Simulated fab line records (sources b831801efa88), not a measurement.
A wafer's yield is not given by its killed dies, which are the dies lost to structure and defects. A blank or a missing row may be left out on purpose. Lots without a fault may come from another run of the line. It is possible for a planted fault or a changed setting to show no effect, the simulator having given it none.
Matching of chambers	flow sky130	rieSi-01 running SKY_FIELD_ISO_ETCH_17: 4 sister chambers
The step etches Si in HBr/Cl2/O2, target depth 342 nm, time 97.7 s. 14 wafers are shown with their chamber, then 7 later ones without.

WAFERS PAIRED WITH THEIR CHAMBERS
wafer	chamber	drypumpMotorCurrentA (A)	oesProductAu (a.u.)	throttleValvePct (%)
L772.1	0	5.91	1.047	25.640
L772.2	2	6.01	1.002	25.637
L772.4	3	5.72	1.018	25.646
L774.1	0	5.87	1.033	25.635
L774.3	3	5.76	1.031	25.645
L774.6	1	6.12	1.013	25.649
L775.1	3	5.73	1.038	25.644
L775.4	0	5.95	1.035	25.643
L775.6	2	5.98	0.996	25.650
L776.1	1	6.14	1.016	25.645
L776.2	2	6.01	0.990	25.650
L776.6	0	5.90	1.041	25.629
L778.3	2	5.95	0.990	25.657
L778.5	3	5.77	1.024	25.647

SIGNATURES, as means of the wafers listed above
reading	chamber 0	chamber 1	chamber 2	chamber 3	scatter within a chamber
drypumpMotorCurrentA	5.9075	6.1300	5.9875	5.7450	0.0277
oesProductAu	1.03900	1.01450	0.99450	1.02775	0.0067
throttleValvePct	25.63675	25.64700	25.64850	25.64550	0.00579
Rule: for each reading, subtract the chamber's mean from the wafer's reading, divide by that reading's scatter and square the result; add these up over the readings and take the root, which gives the wafer's distance from the chamber. If the next closest chamber is less than 2 further off than the closest, the wafer can't be placed; otherwise it belongs to the closest. How the scatter is found: for the shown wafers, subtract from each reading the mean of its chamber, square and add these, divide the total by (wafers less chambers), then take the root.

WAFERS MISSING THEIR CHAMBER
wafer	drypumpMotorCurrentA (A)	oesProductAu (a.u.)	throttleValvePct (%)
L778.6	5.88	1.039	25.637
L791.2	5.88	1.035	25.647
L791.4	6.02	0.986	25.663
L791.5	5.85	1.026	25.645
L792.1	6.14	1.000	25.644
L792.2	6.01	0.987	25.664
L792.3	5.88	1.021	25.618

EACH ONE'S CHAMBER
wafer	from the rows above	in truth
L778.6	0	0
L791.2	0	0
L791.4	2	2
L791.5	can't be placed: 0 or 3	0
L792.1	1	1
L792.2	2	2
L792.3	0	0
Correct placement for 6 of the 7. From these rows, 1 cannot be placed; in 1 the true chamber is one of the candidates. 0 placed wrongly.
